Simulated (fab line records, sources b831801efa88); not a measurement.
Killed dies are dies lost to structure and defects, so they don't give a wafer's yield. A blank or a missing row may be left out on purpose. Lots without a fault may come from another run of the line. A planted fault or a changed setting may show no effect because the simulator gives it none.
A struck lot beside a sound one | flow sfq_line | 20 steps out of a route of 325
Sound: wafers L374.3, L374.4, L374.5. Struck: wafers L377.1, L377.3, L377.4. The cause comes at the end.
At each step with rows: each side's tool, then ch and its chambers, then its first start. Under that, the readings that differ: sound wafers | struck wafers | difference of the means | sigmas: that difference in standard deviations of wafers without a fault.
alike: readings whose means differ by less than 2 such deviations, and words and numbers that are the same on both sides. not compared: withheld readings, readings that some wafer has no value for, bounds like >300 that may hide the same value, and numbers for which the record gives no deviation and whose values overlap.
The two part at a step that has a row with sigmas, a row that says differs or no value, or rows on one side only. Numbers that don't overlap but have no deviation are shown without sigmas and don't part them. A reading that every wafer of one side lacks parts them only if that side has two wafers or more.

first, 2 steps without rows for these wafers: SFQ_TRILAYER_I0_VIA_LITHO_PEB_034 (peb time 60 s); SFQ_TRILAYER_I0_VIA_LITHO_DEVELOP_033 (time 60 s).
SFQ_I0_OVL_MEAS_908:
  sound on overlay-02, day 22 11:17; struck on overlay-01, day 24 09:01
  reading     | sound | struck     | difference | sigmas
  I0_OVL (nm) | 3 0 2 | -12 -11 -8 | -12        | -2
SFQ_TRILAYER_I0_VIA_BARC_OPEN_VIA_ETCH_046: etches BARC in O2, target depth 125 nm, time 41.7 s.
  sound on rie_diel-01 ch 2,3, day 22 11:19; struck on rie_diel-04 ch 1,2,3, day 24 09:02
  alike: drypump_motor_current_A, oes_product_au
  not compared: rf_hours_counter_h
SFQ_TRILAYER_I0_VIA_ETCH_VIA_ETCH_034: etches SiO2 in CHF3, stops on Nb, target depth 260 nm.
  sound on rie_diel-01 ch 2,3, day 22 11:22; struck on rie_diel-04 ch 1,2,3, day 24 09:05
  alike: drypump_motor_current_A, oes_product_au
SFQ_TRILAYER_I0_VIA_STRIP_STRIP_035: strips in O2.
  sound on rie_metal-04 ch 0,1, day 22 11:40; struck on rie_metal-03 ch 0,1, day 24 09:12
  alike: drypump_motor_current_A, he_backside_leak_sccm, oes_product_au
  not compared: rf_hours_counter_h
then, 2 steps without rows for these wafers: SFQ_TRILAYER_I0_VIA_STRIP_SOLV_CLEAN_036 (cleans in NMP, time 600 s); SFQ_TRILAYER_M1_DEP_PRE_CLEAN_038 (time 22.5 s).
SFQ_TRILAYER_M1_DEP_SPUTTER_037: material Nb, target thk 200 nm, time 133.3 s.
  sound on pvd_sputter-06, day 22 12:17; struck on pvd_sputter-05, day 24 10:00
  alike: throttle_valve_pct
SFQ_M1_RS_MEAS_909: measures by four-point-probe.
  sound on film_metro-01, day 22 12:25; struck on film_metro-03, day 24 10:05
  alike: M1_NB_RS
then, 1 step without rows for these wafers: SFQ_TRILAYER_M1_LITHO_COAT_044 (resist thk 62 nm).
SFQ_TRILAYER_M1_LITHO_COAT_039: resist thk 600 nm.
  sound on litho_track-01 ch 0, day 22 12:57; struck on litho_track-01 ch 0, day 24 10:34
  reading                                             | sound                | struck               | difference | sigmas
  spin_speed_rpm (rpm)                                | 3000.5 3000.2 2999.2 | 1975.6 1974.1 1975.9 | -1024.8    | -99 or more
  model.KrF_of_TRILAYER_M1_LITHO_COAT_039.thk_nm (nm) | 600.9 601 599.6      | 745.3 745.1 744.2    | +144.4     |
  alike: chill_plate_temp_C, resist_line_temp_C
then, 4 steps without rows for these wafers: SFQ_TRILAYER_M1_LITHO_SOFTBAKE_043; SFQ_TRILAYER_M1_LITHO_EXPOSE_040 (exposes mask M1, target cd 500 nm); SFQ_TRILAYER_M1_LITHO_PEB_042 (peb time 60 s); SFQ_TRILAYER_M1_LITHO_DEVELOP_041 (time 60 s).
-- the record jumps here: 7 days lie between the struck wafers' starts before and after --
SFQ_M1_OVL_MEAS_911:
  sound on overlay-02, day 29 07:17; struck on overlay-02, day 30 23:46
  alike: M1_OVL
SFQ_TRILAYER_M1_BARC_OPEN_METAL_ETCH_054: etches BARC in O2, target depth 125 nm, time 41.7 s.
  sound on rie_metal-03 ch 0,1, day 29 07:20; struck on rie_metal-02 ch 0,1, day 30 23:49
  reading                      | sound             | struck            | difference | sigmas
  drypump_motor_current_A (A)  | 6.3 6.0 6.4       | 5.1 5.4 5.1       | -1.0       | -2
  he_backside_leak_sccm (sccm) | 3.75 3.74 3.66    | 3.32 3.32 3.45    | -0.35      | -2
  model.M1.cd_nm (nm)          | 498.7 501.5 500.9 | 503.9 505.9 504.3 | +4.3       |
  alike: oes_product_au
  not compared: rf_hours_counter_h
SFQ_TRILAYER_M1_ETCH_METAL_ETCH_042: etches Nb in Cl2/Ar, stops on SiO2, target depth 240 nm, time 120 s.
  sound on rie_metal-03 ch 0,1, day 29 07:25; struck on rie_metal-02 ch 0,1, day 30 23:52
  reading                                             | sound             | struck            | difference | sigmas
  drypump_motor_current_A (A)                         | 6.4 6.0 6.4       | 5.0 5.4 5.1       | -1.1       | -2
  model.KrF_of_TRILAYER_M1_LITHO_COAT_039.thk_nm (nm) | 383.7 379.8 380.5 | 527.8 531.2 526.4 | +147.1     |
  model.M1.cd_nm (nm)                                 | 500.2 499.7 501.9 | 505.7 504.8 506.3 | +5.0       |
  alike: he_backside_leak_sccm, oes_product_au
  not compared: rf_hours_counter_h
SFQ_TRILAYER_M1_STRIP_STRIP_043: strips in O2.
  sound on rie_metal-03 ch 0,1, day 29 07:42; struck on rie_metal-02 ch 0,1, day 30 23:59
  reading                     | sound       | struck      | difference | sigmas
  drypump_motor_current_A (A) | 6.4 6.0 6.4 | 5.1 5.4 5.1 | -1.1       | -2
  alike: he_backside_leak_sccm, oes_product_au
  not compared: rf_hours_counter_h

WHERE THEY PART
First at SFQ_I0_OVL_MEAS_908; last, within this record, at SFQ_TRILAYER_M1_STRIP_STRIP_043.

WHY: what the simulator had put in
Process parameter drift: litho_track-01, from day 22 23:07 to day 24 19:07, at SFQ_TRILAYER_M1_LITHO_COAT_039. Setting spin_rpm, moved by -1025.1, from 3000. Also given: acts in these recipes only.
